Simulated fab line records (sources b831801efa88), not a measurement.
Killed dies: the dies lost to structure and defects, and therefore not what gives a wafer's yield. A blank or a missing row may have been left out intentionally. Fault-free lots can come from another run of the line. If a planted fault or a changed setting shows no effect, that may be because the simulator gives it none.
Chamber matching    flow sky130    SKY_VIA2_CMP_02 on cmp-02 has 4 sister chambers
The step polishes SiO2. 14 wafers are shown with their chamber, then 7 later ones without.

## EACH WAFER AND ITS CHAMBER
wafer   chamber  motorCurrentA (A)  slurryFilterDpKPa (kPa)
L244.2  3        11.2               13.30
L244.3  2        11.9               13.71
L244.5  1        11.0               13.40
L245.2  3        10.7               13.44
L245.4  0        10.5               13.39
L245.5  1        11.1               13.19
L246.1  1        11.5               13.19
L246.2  2        12.9               13.20
L246.6  1        10.9               13.46
L257.2  1        10.6               13.38
L257.3  3        10.8               13.25
L257.5  0        9.7                13.61
L259.1  0        10.4               13.72
L259.2  1        11.1               13.43

SIGNATURES (averages over the wafers above)
reading            chamber 0  chamber 1  chamber 2  chamber 3  scatter within a chamber
motorCurrentA      10.200     11.033     12.400     10.900     0.381
slurryFilterDpKPa  13.5733    13.3417    13.4550    13.3300    0.167
Rule: for a wafer and a chamber, the distance is found by dividing, reading by reading, the gap between the wafer's reading and the chamber's mean by the reading's scatter, squaring, summing and taking the root. If the next closest chamber is less than 2 further off than the closest, the wafer can't be placed; otherwise it belongs to the closest. The scatter: the root of (the sum of the squares of (reading less its chamber's mean) over the shown wafers, divided by (wafers less chambers)).

## WAFERS WITH NO CHAMBER GIVEN
wafer   motorCurrentA (A)  slurryFilterDpKPa (kPa)
L259.3  12.0               13.72
L260.4  12.4               13.30
L260.5  10.3               13.45
L260.6  10.8               13.44
L261.2  12.4               13.44
L261.3  11.2               13.45
L261.6  11.2               13.49

## THE CHAMBER EACH PASSED THROUGH
wafer   from the rows above           in truth
L259.3  can't be placed: 2 or 1 or 3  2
L260.4  2                             2
L260.5  can't be placed: 0 or 3 or 1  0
L260.6  can't be placed: 3 or 1 or 0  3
L261.2  2                             2
L261.3  can't be placed: 1 or 3 or 0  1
L261.6  can't be placed: 1 or 3 or 0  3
2 of 7 placed correctly. Unplaceable from these rows: 5, with the true chamber sitting among the candidates in 5. Wrongly placed: 0.
